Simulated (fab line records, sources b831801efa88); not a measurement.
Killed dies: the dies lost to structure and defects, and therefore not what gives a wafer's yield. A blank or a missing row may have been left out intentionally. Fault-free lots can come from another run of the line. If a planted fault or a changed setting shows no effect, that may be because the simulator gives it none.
Chamber matching | flow sky130 | SKY_VIA4_HDPCVD_00 on hdpcvd-01 has 3 sister chambers
The step deposits SiO2, target thk 1750 nm, time 291.7 s. 16 wafers are shown with their chamber, then 8 later ones without.

## EACH WAFER AND ITS CHAMBER
wafer  | chamber | run_length_s (s)
L157.3 | 1       | 320.3
L157.4 | 0       | 320.0
L157.6 | 1       | 320.4
L162.3 | 0       | 320.0
L162.5 | 2       | 319.7
L162.6 | 1       | 320.1
L168.1 | 2       | 319.6
L168.2 | 1       | 320.0
L168.3 | 0       | 319.7
L169.1 | 0       | 319.8
L169.3 | 2       | 319.8
L169.5 | 0       | 320.3
L170.3 | 2       | 319.6
L170.4 | 1       | 319.9
L170.6 | 2       | 319.7
L173.1 | 0       | 319.6

SIGNATURES, as means of the wafers listed above
reading      | chamber 0 | chamber 1 | chamber 2 | scatter within a chamber
run_length_s | 319.900   | 320.140   | 319.680   | 0.2
Rule: for a wafer and a chamber, the distance is found by dividing, reading by reading, the gap between the wafer's reading and the chamber's mean by the reading's scatter, squaring, summing and taking the root. If the next closest chamber is less than 2 further off than the closest, the wafer can't be placed; otherwise it belongs to the closest. How the scatter is found: for the shown wafers, subtract from each reading the mean of its chamber, square and add these, divide the total by (wafers less chambers), then take the root.

## WAFERS WITH NO CHAMBER GIVEN
wafer  | run_length_s (s)
L173.3 | 319.5
L173.5 | 319.9
L177.2 | 320.0
L177.3 | 320.2
L177.4 | 320.6
L178.2 | 320.1
L178.5 | 320.2
L178.6 | 319.9

## CHAMBER TAKEN BY EACH
wafer  | from the rows above          | in truth
L173.3 | can't be placed: 2 or 0      | 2
L173.5 | can't be placed: 0 or 2 or 1 | 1
L177.2 | can't be placed: 0 or 1 or 2 | 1
L177.3 | can't be placed: 1 or 0      | 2
L177.4 | can't be placed: 1 or 0      | 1
L178.2 | can't be placed: 1 or 0 or 2 | 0
L178.5 | can't be placed: 1 or 0      | 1
L178.6 | can't be placed: 0 or 2 or 1 | 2
Correctly placed: 0 of 8. From these rows, 8 cannot be placed; in 7 the true chamber is one of the candidates. Number placed wrongly: 0.
